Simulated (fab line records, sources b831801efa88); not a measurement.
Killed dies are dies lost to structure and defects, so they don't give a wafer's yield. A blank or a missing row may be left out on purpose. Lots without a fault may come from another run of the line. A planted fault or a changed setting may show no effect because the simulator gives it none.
Which tool did it? | flow sky130 | 24 lots, 72 wafers sampled, at 3 steps of a route of 708

WHAT THE GAUGES READ, wafer by wafer
SKY_LOCAL_INTERCONNECT_THK_MEAS_02: measures by xrf. Usual: LOCAL_INTERCONNECT_TIN_THK 99.6 nm, standard deviation 0.96.
lot  | measured     | on            | LOCAL_INTERCONNECT_TIN_THK (nm) | flag
L075 | day 29 22:31 | film_metro-01 | 99.5 101.4 100.4                |
L074 | day 30 00:49 | film_metro-02 | 100.8 101.0 100.1               |
L076 | day 30 10:53 | film_metro-01 | 99.6 100.2 99.3                 |
L077 | day 30 14:46 | film_metro-01 | 101.2 100.9 100.7               |
L078 | day 31 00:29 | film_metro-01 | 99.4 100.3 99.7                 |
L079 | day 31 04:19 | film_metro-04 | 101.9 101.6 100.9               |
L080 | day 31 14:02 | film_metro-02 | 99.7 98.8 98.8                  |
L081 | day 31 17:22 | film_metro-02 | 99.0 100.0 100.6                |
L082 | day 32 02:03 | film_metro-01 | 99.2 100.2 98.9                 |
L083 | day 32 09:46 | film_metro-04 | 98.3 98.1 97.6                  |
L084 | day 32 13:40 | film_metro-04 | 99.5 100.0 99.5                 |
L085 | day 33 01:29 | film_metro-04 | 99.6 98.6 98.4                  |
L086 | day 33 08:20 | film_metro-02 | 99.1 100.7 99.1                 |
L087 | day 33 14:37 | film_metro-04 | 100.2 100.7 101.4               |
L088 | day 34 04:26 | film_metro-01 | 100.2 100.5 99.9                |
L089 | day 34 06:16 | film_metro-04 | 98.9 97.5 98.7                  |
L090 | day 34 22:58 | film_metro-02 | 99.6 99.5 98.9                  |
L091 | day 35 04:19 | film_metro-01 | 97.7 97.5 98.0                  |
L093 | day 35 05:28 | film_metro-02 | 99.3 98.5 100.4                 |
L092 | day 35 09:10 | film_metro-04 | 98.6 100.6 98.8                 |
L094 | day 35 15:35 | film_metro-04 | 99.3 99.1 97.9                  |
L095 | day 36 07:54 | film_metro-04 | 100.5 101.0 100.6               |
L096 | day 36 15:23 | film_metro-01 | 99.3 99.9 99.0                  |
L097 | day 37 02:04 | film_metro-02 | 99.5 99.6 100.3                 |

SKY_VIA1_BOW_MEAS_03. Usual: VIA1_BOW 80 um, standard deviation 7.
lot  | measured     | on            | VIA1_BOW (um) | flag
L075 | day 33 12:14 | film_metro-03 | 75 92 88      |
L074 | day 33 15:27 | film_metro-01 | 80 82 76      |
L076 | day 34 01:59 | film_metro-02 | 64 77 67      |
L077 | day 34 05:38 | film_metro-02 | 71 74 73      |
L078 | day 34 14:44 | film_metro-01 | 75 77 78      |
L079 | day 34 16:58 | film_metro-03 | 86 78 75      |
L080 | day 35 04:40 | film_metro-02 | 84 74 67      |
L081 | day 35 06:16 | film_metro-03 | 81 84 77      |
L082 | day 35 15:46 | film_metro-03 | 67 73 76      |
L083 | day 35 22:02 | film_metro-01 | 90 82 85      |
L084 | day 36 03:33 | film_metro-01 | 78 78 82      |
L085 | day 36 13:52 | film_metro-02 | 86 77 73      |
L086 | day 36 19:28 | film_metro-02 | 82 92 86      |
L087 | day 37 02:29 | film_metro-01 | 85 73 80      |
L088 | day 37 14:37 | film_metro-01 | 57 78 87      |
L089 | day 37 18:06 | film_metro-03 | 72 81 84      |
L090 | day 38 09:02 | film_metro-01 | 87 76 88      |
L091 | day 38 13:31 | film_metro-02 | 89 78 80      |
L093 | day 38 16:46 | film_metro-02 | 80 76 93      |
L092 | day 38 19:40 | film_metro-01 | 87 81 100     |
L094 | day 39 01:07 | film_metro-01 | 84 83 86      |
L095 | day 39 17:13 | film_metro-02 | 83 81 74      |
L096 | day 40 01:24 | film_metro-01 | 66 84 90      |
L097 | day 40 11:10 | film_metro-03 | 75 82 82      |

WHICH TOOL RAN EACH LOT (tool, then ch and the chambers of the sampled wafers, then the start)
lot  | SKY_METAL1_SPUTTER_00
L075 | pvd_sputter-01, day 32 08:32
L074 | pvd_sputter-01, day 32 11:27
L076 | pvd_sputter-03, day 32 21:29
L077 | pvd_sputter-03, day 33 01:09
L078 | pvd_sputter-01, day 33 10:12
L079 | pvd_sputter-03, day 33 12:41
L080 | pvd_sputter-01, day 34 00:09
L081 | pvd_sputter-01, day 34 02:13
L082 | pvd_sputter-03, day 34 11:30
L083 | pvd_sputter-01, day 34 17:45
L084 | pvd_sputter-01, day 34 23:40
L085 | pvd_sputter-03, day 35 09:51
L086 | pvd_sputter-01, day 35 16:39
L087 | pvd_sputter-01, day 35 22:36
L088 | pvd_sputter-03, day 36 11:04
L089 | pvd_sputter-01, day 36 14:09
L090 | pvd_sputter-03, day 37 06:07
L091 | pvd_sputter-04, day 37 10:45
L093 | pvd_sputter-01, day 37 12:58
L092 | pvd_sputter-01, day 37 16:30
L094 | pvd_sputter-04, day 37 21:45
L095 | pvd_sputter-01, day 38 14:26
L096 | pvd_sputter-01, day 38 22:48
L097 | pvd_sputter-03, day 39 08:59
- SKY_METAL1_SPUTTER_00: material Ti, target thk 15 nm, time 10 s.

WHAT THE TOOLS THEMSELVES READ (means of the sampled wafers that have a number; where no wafer has one, the mark that the record gives instead)
SKY_METAL1_SPUTTER_00. Usual: throttle_valve_pct 30.4 %, standard deviation 0.52.
lot  | tool           | throttle_valve_pct (%) | flag
L075 | pvd_sputter-01 | 30.6                   |
L074 | pvd_sputter-01 | 30.5                   |
L076 | pvd_sputter-03 | 30.2                   |
L077 | pvd_sputter-03 | 30.3                   |
L078 | pvd_sputter-01 | 30.1                   |
L079 | pvd_sputter-03 | 30.3                   |
L080 | pvd_sputter-01 | 30.5                   |
L081 | pvd_sputter-01 | 30.5                   |
L082 | pvd_sputter-03 | 30.3                   |
L083 | pvd_sputter-01 | 30.6                   |
L084 | pvd_sputter-01 | 30.4                   |
L085 | pvd_sputter-03 | 30.1                   |
L086 | pvd_sputter-01 | 30.0                   |
L087 | pvd_sputter-01 | 30.2                   |
L088 | pvd_sputter-03 | 30.1                   |
L089 | pvd_sputter-01 | 30.7                   |
L090 | pvd_sputter-03 | 30.2                   |
L091 | pvd_sputter-04 | 30.4                   |
L093 | pvd_sputter-01 | 30.4                   |
L092 | pvd_sputter-01 | 30.7                   |
L094 | pvd_sputter-04 | 30.4                   |
L095 | pvd_sputter-01 | 30.6                   |
L096 | pvd_sputter-01 | 30.5                   |
L097 | pvd_sputter-03 | 30.6                   |

THE ANSWER, worked out from the rows above alone
Rule: a lot is off if the mean of its wafers that have a number lies more than 3 standard deviations from the usual mean. A lot without any number at a reading at which 4 lots or more have one is off too. The other lots that the step has rows for count as sound. The gauges are gone through in route order, then the tools' own readings, and for those a lot's mean is taken as printed above. The first step at which some lot is off is used, and at that step the reading that is off furthest; a lot without a number counts as furthest.
No lot is off at any reading shown: from this, nothing can be told.

WHAT THE SIMULATOR HAD PUT IN
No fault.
